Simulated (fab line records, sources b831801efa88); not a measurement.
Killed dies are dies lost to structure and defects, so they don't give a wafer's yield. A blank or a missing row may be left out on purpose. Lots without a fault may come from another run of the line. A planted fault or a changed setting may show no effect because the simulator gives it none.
One fault seen from 2 desks | flow gf180mcu | each desk has only its own numbers; what lay behind them comes last

THE TOOL OWNER'S DESK: rie_diel-02
The tool's own readings at GF_POLY_GATE_ETCH_12 (etches BARC in N2/H2): means of the sampled wafers that have a number, for each lot that ran on this tool. A lot is out of limits, marked OUT, if its mean lies more than 4 standard deviations from the usual mean; the brackets give that distance.
Columns: A = chamber_pressure_mTorr at GF_POLY_GATE_ETCH_12, usual 30.002 mTorr; B = drypump_motor_current_A at GF_POLY_GATE_ETCH_12, usual 5.7 A; C = n2_flow_sccm at GF_POLY_GATE_ETCH_12, usual 100.09 sccm; D = oes_product_au at GF_POLY_GATE_ETCH_12, usual 0.735 a.u.; E = rf_fwd_power_W at GF_POLY_GATE_ETCH_12, usual 495.5 W; F = throttle_valve_pct at GF_POLY_GATE_ETCH_12, usual 13.213 %
lot  | first seen here | A      | B   | C      | D     | E               | F
L569 | day 9 15:18     | 29.994 | 5.8 | 100.26 | 0.734 | 495.6           | 13.214
L576 | day 11 13:59    | 30.008 | 5.7 | 99.64  | 0.735 | 495.0           | 13.216
L579 | day 12 09:50    | 30.024 | 5.4 | 100.26 | 0.733 | 496.0           | 13.215
L580 | day 12 14:11    | 30.006 | 5.7 | 99.99  | 0.737 | 494.9           | 13.213
L582 | day 13 08:44    | 30.021 | 5.7 | 100.30 | 0.734 | 495.5           | 13.214
L588 | day 15 03:20    | 29.994 | 6.1 | 99.85  | 0.730 | 428.9 (-42) OUT | 13.215
This desk's finding: out of limits on L588; first on L588, day 15 03:20 (rf_fwd_power_W at GF_POLY_GATE_ETCH_12). In limits: L569, L576, L579, L580, L582.

THE METROLOGY DESK
What the gauges read, lot by lot, whatever tool the lot ran on: means of the sampled wafers that have a number. A lot is out of limits, marked OUT, if its mean lies more than 4 standard deviations from the usual mean; the brackets give that distance.
Columns: A = VT_IMPLANT_TW at GF_VT_IMPLANT_TW_MEAS_10, usual 564; B = cd_nm at GF_POLY_GATE_CD_MEAS_10, usual 279.9 nm; C = POLY_GATE_OXIDATION_THK at GF_POLY_GATE_THK_MEAS_17, usual 3.97 nm
lot  | first seen here | A   | B     | C
L569 | day 6 01:51     | 567 | 281.3 | 3.96
L570 | day 6 05:13     | 567 | 278.4 | 3.85
L571 | day 6 11:17     | 568 | 280.4 | 4.00
L574 | day 7 10:22     | 569 | 279.4 | 3.93
L575 | day 7 11:37     | 561 | 279.2 | 4.13
L576 | day 7 18:19     | 561 | 279.0 | 4.01
L577 | day 7 20:47     | 569 | 279.0 | 4.13
L579 | day 8 11:11     | 568 | 280.1 | 4.00
L580 | day 8 16:14     | 558 | 280.1 | 4.03
L582 | day 9 07:50     | 571 | 280.4 | 4.01
L588 | day 10 18:14    | 560 | 280.4 | 3.91
L590 | day 11 05:17    | 561 | 280.1 | 4.02
L591 | day 11 10:41    | 560 | 279.8 | 4.03
This desk's finding: nothing out of limits on any of the 13 lots.

PUT TOGETHER
The tool owner's desk could have raised an alarm at day 15 03:20, on L588.
The metrology desk saw nothing out of limits.
The metrology desk has L588 on record, within its limits.
Of the lots named, all ran GF_POLY_GATE_ETCH_12 on rie_diel-02.

WHAT THE SIMULATOR HAD PUT IN
Process parameter drift: rie_diel-02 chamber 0, from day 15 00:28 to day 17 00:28, at GF_POLY_GATE_ETCH_12. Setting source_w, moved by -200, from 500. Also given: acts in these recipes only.
Lots struck among those shown: L588.
Hours from the fault's start to each desk's first reading out of limits: the tool owner's desk, 3.
